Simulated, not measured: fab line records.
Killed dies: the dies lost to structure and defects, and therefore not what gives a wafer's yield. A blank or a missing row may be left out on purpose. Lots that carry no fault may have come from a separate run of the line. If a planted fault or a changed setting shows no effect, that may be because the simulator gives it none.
Struck lot and sound lot, side by side + flow sfq-line + 14 steps out of a route of 325
Sound: wafers L254.1, L254.4, L254.5. Wafers L252.1, L252.2, L252.5 were the ones struck. The cause is given at the end.
Order at every step that has rows: each side's tool, ch and its chambers, its first start. Under that, the readings that differ: sound wafers + struck wafers + difference of the means + sigmas: that difference in standard deviations of wafers without a fault.
alike: words and numbers the same on both sides, and readings whose means are apart by under 2 such deviations; not compared: readings that were withheld, readings missing a value for some wafer, numbers with overlapping values and no deviation given by the record, and bounds like >300 which may hide the same value.
A row with sigmas, a row that says differs or no value, or rows on one side alone: a step with any of these is where the two part. Numbers that don't overlap but have no deviation are shown without sigmas and don't part them. A reading that every wafer of one side lacks parts them only if that side has two wafers or more.

SFQ_TRILAYER_M4_ETCH_METAL_ETCH_096: etches Nb in Cl2/Ar, stops on SiO2, target depth 240 nm, time 120 s.
  sound on rie-metal-03 ch 0,1, day 45 12:55; struck on rie-metal-01 ch 0,1, day 45 08:07
  alike: drypump-motor-current-A, oes-product-au
  not compared: rf-hours-counter-h
SFQ_TRILAYER_M4_STRIP_STRIP_097: strips in O2.
  sound on rie-metal-03 ch 0,1, day 45 13:02; struck on rie-metal-01 ch 0,1, day 45 08:14
  alike: drypump-motor-current-A, oes-product-au
  not compared: rf-hours-counter-h
then, 1 step without rows for these wafers: SFQ_TRILAYER_M4_STRIP_SOLV_CLEAN_098 (cleans in NMP, time 600 s).
SFQ_TRILAYER_I4_DEP_PECVD_099: deposits SiO2 from SiH4/N2O, time 111.11 s, target thk 500 nm.
  sound on pecvd-04 ch 1,2, day 45 13:49; struck on pecvd-02 ch 0,1,2, day 45 09:01
| reading            | sound      | struck   | difference | sigmas |
|--------------------|------------|----------|------------|--------|
| heater-power-w (W) | 150 78 147 | 77 79 74 | -48        | -2     |
  alike: susceptor-temp-C, throttle-valve-pct
SFQ_TRILAYER_I4_CMP_CMP_100: polishes SiO2.
  sound on cmp-01 ch 0,2,3, day 45 15:05; struck on cmp-01 ch 0,1,2, day 45 09:05
  alike: edge-zone-pressure-frac, motor-current-A, time-to-endpoint-s
SFQ_I4_BOW_MEAS_927:
  sound: film-metro-03 at day 45 18:05; struck: film-metro-02 at day 45 12:05
  alike: I4_BOW
SFQ_TRILAYER_I4_METRO_MEASURE_101:
  sound: film-metro-03 at day 45 18:13; struck: film-metro-02 at day 45 12:13
  alike: thk-nm
then, 5 steps without rows for these wafers: SFQ_TRILAYER_I4_VIA_LITHO_COAT_108 (resist thk 62 nm); SFQ_TRILAYER_I4_VIA_LITHO_COAT_103 (resist thk 650 nm); SFQ_TRILAYER_I4_VIA_LITHO_SOFTBAKE_107; SFQ_TRILAYER_I4_VIA_LITHO_EXPOSE_104 (exposes mask I4, target cd 700 nm); SFQ_TRILAYER_I4_VIA_LITHO_PEB_106 (peb time 60 s).
-- the record jumps here: 5 days lie between the struck wafers' starts before and after --
SFQ_TRILAYER_I4_VIA_LITHO_DEVELOP_105: time 60 s.
  struck on litho-track-02, day 50 10:20; sound on litho-track-02 ch 0, day 50 16:14
  no value came back on the struck wafers for chill-plate-temp-C (C), exhaust-pa (Pa); on the sound wafers chill-plate-temp-C (C) reads 23.03 22.83 22.85
| reading                                                 | sound             | struck            | difference | sigmas |
|---------------------------------------------------------|-------------------|-------------------|------------|--------|
| model.KrF_of_TRILAYER_I4_VIA_LITHO_COAT_103.thk-nm (nm) | 626.7 626.4 627.4 | 652.2 650.7 649.5 | +24.0      |        |
SFQ_I4_OVL_MEAS_928:
  sound: overlay-02 at day 50 16:23; struck: overlay-01 at day 50 10:29
| reading     | sound | struck | difference                    | sigmas |
|-------------|-------|--------|-------------------------------|--------|
| I4_OVL (nm) | 0 5 6 | - - -  | no value on the struck wafers |        |

== WHERE THEY PART ==
At SFQ_TRILAYER_I4_DEP_PECVD_099 first; at SFQ_I4_OVL_MEAS_928 last (within this record only).

WHY: the cause the simulator had injected
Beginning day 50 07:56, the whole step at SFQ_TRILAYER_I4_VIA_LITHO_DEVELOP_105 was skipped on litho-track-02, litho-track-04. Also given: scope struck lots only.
